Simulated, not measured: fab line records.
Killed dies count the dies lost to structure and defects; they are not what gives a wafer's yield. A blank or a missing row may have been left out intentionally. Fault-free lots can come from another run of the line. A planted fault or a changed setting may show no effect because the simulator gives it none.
Which tool did it?    flow sky130    Sampling: 15 lots, 45 wafers, 4 of 708 route steps

WHAT EACH GAUGE READ, for each wafer
SKY_FIELD_ISO_BOW_MEAS_00.
lot   measured     on             INCOMING_BOW (um)
L286  day 1 10:01  film-metro-01  -7 1 -8
L287  day 1 15:01  film-metro-01  3 -3 4
L289  day 2 01:01  film-metro-01  3 -7 -4
L290  day 2 06:00  film-metro-04  -9 4 0
L291  day 2 11:00  film-metro-03  -3 -5 5
L297  day 3 17:01  film-metro-03  -10 4 6
L299  day 4 03:04  film-metro-03  3 10 -6
L301  day 4 13:01  film-metro-04  4 18 -9
L302  day 4 18:00  film-metro-04  -1 -9 3
L303  day 4 23:01  film-metro-04  10 8 -1
L304  day 5 04:04  film-metro-04  -6 7 -6
L306  day 5 14:04  film-metro-03  9 2 -8
L307  day 5 19:00  film-metro-04  -2 15 7
L308  day 6 00:01  film-metro-04  -11 -14 8
L309  day 6 05:00  film-metro-03  1 7 -8

SKY_NWELL_TW_MEAS_26.
lot   measured      on             NWELL_2_TW
L286  day 5 05:25   film-metro-02  498 501 501
L287  day 5 13:02   film-metro-01  501 502 499
L297  day 8 08:10   film-metro-02  504 502 504
L299  day 8 18:11   film-metro-02  502 501 503
L301  day 9 07:28   film-metro-04  494 491 490
L302  day 9 13:01   film-metro-02  500 502 501
L303  day 9 16:19   film-metro-01  503 504 506
L304  day 9 23:06   film-metro-02  501 503 501
L306  day 10 16:15  film-metro-02  503 501 500
L307  day 10 21:13  film-metro-01  498 498 501
L308  day 11 01:08  film-metro-02  505 503 500
L309  day 11 01:01  film-metro-04  497 494 497

TOOL THAT RAN EACH LOT (tool first, then ch and the chambers of the sampled wafers, then the start)
lot   SKY_FIELD_ISO_WET_ETCH_30       SKY_NWELL_STRIP_25
L286  wet-bench-03 ch 0, day 2 11:09  plasma-asher-03 ch 0,1, day 5 05:19
L287  wet-bench-01 ch 3, day 2 17:29  plasma-asher-03 ch 0, day 5 12:55
L289  wet-bench-02 ch 2, day 3 02:02  -
L290  wet-bench-01 ch 0, day 3 08:37  -
L291  wet-bench-03 ch 2, day 3 14:07  -
L297  wet-bench-03 ch 1, day 4 23:45  plasma-asher-02 ch 0,1, day 8 08:04
L299  wet-bench-02 ch 0, day 5 09:28  plasma-asher-02 ch 0,1, day 8 18:05
L301  wet-bench-01 ch 3, day 5 19:23  plasma-asher-01 ch 0,1, day 9 07:22
L302  wet-bench-01 ch 1, day 6 01:17  plasma-asher-03 ch 0,1, day 9 12:55
L303  wet-bench-01 ch 1, day 6 03:27  plasma-asher-02 ch 0,1, day 9 16:13
L304  wet-bench-01 ch 2, day 6 09:23  plasma-asher-02 ch 0,1, day 9 23:00
L306  wet-bench-02 ch 1, day 6 21:54  plasma-asher-01 ch 0,1, day 10 16:09
L307  wet-bench-03 ch 0, day 7 03:10  plasma-asher-02 ch 0,1, day 10 21:07
L308  wet-bench-03 ch 3, day 7 08:01  plasma-asher-01 ch 0,1, day 11 01:01
L309  wet-bench-03 ch 3, day 7 08:01  plasma-asher-02 ch 0,1, day 11 00:55
- SKY_FIELD_ISO_WET_ETCH_30: etches SiO2 in dHF, target depth 25 nm, time 50 s.
- SKY_NWELL_STRIP_25: strips in O2/N2.

AS READ BY THE TOOLS THEMSELVES (means over the sampled wafers that have a number; for cases with no such wafer, the mark the record gives instead)
SKY_FIELD_ISO_WET_ETCH_30.
lot   tool          bath-heat-duty-pct (%)  run-length-s (s)
L286  wet-bench-03  6.0                     78
L287  wet-bench-01  6.3                     83
L289  wet-bench-02  -                       -
L290  wet-bench-01  -                       -
L291  wet-bench-03  -                       -
L297  wet-bench-03  7.1                     76
L299  wet-bench-02  6.8                     77
L301  wet-bench-01  6.4                     76
L302  wet-bench-01  7.7                     84
L303  wet-bench-01  7.6                     83
L304  wet-bench-01  5.6                     82
L306  wet-bench-02  5.2                     83
L307  wet-bench-03  5.8                     83
L308  wet-bench-03  5.8                     83
L309  wet-bench-03  5.4                     82

SKY_NWELL_STRIP_25.
lot   tool             drypump-motor-current-A (A)  oes-product-au (a.u.)  strip-time-to-endpoint-s (s)
L286  plasma-asher-03  6.32                         0.726                  36.86
L287  plasma-asher-03  6.44                         0.724                  36.92
L297  plasma-asher-02  5.67                         0.718                  36.82
L299  plasma-asher-02  5.67                         0.724                  37.04
L301  plasma-asher-01  5.89                         0.723                  36.67
L302  plasma-asher-03  6.27                         0.722                  36.71
L303  plasma-asher-02  5.68                         0.724                  36.92
L304  plasma-asher-02  5.67                         0.722                  37.03
L306  plasma-asher-01  5.73                         0.722                  37.06
L307  plasma-asher-02  5.64                         0.725                  36.84
L308  plasma-asher-01  5.88                         0.724                  36.95
L309  plasma-asher-02  5.69                         0.721                  36.90

THE ANSWER, worked out from the rows above alone
Rule: the lots themselves supply what counts as usual. Put in order of their means at a reading, lots are off if they are a third of the lots or fewer, leave a main group of 4 or more, and stand apart from it by a gap of 3 or more times the standard deviation of the main group's means; of several such gaps the widest counts. If all means in a main group match to the digits the tables above print for the reading, that group is not used. A lot without any number at a reading at which 4 lots or more have one is off too. All remaining lots with rows at the step are treated as sound. First the gauges in route order, then the tools' own readings, where a lot's mean is used as printed above. The first step at which some lot is off is used, and at that step the reading that is off furthest; a lot without a number counts as furthest.
Off at SKY_FIELD_ISO_WET_ETCH_30 (bath-heat-duty-pct): L289, L290, L291. Without a number there: L289, L290, L291. Mean 6.3 % and standard deviation 0.8 in the main group.
A tool fits if, at that step or a process step before it, it ran every lot that is off, and no sound lot after the first of them. Not one of the candidates tried fits.

WHAT HAD BEEN PUT IN BY THE SIMULATOR
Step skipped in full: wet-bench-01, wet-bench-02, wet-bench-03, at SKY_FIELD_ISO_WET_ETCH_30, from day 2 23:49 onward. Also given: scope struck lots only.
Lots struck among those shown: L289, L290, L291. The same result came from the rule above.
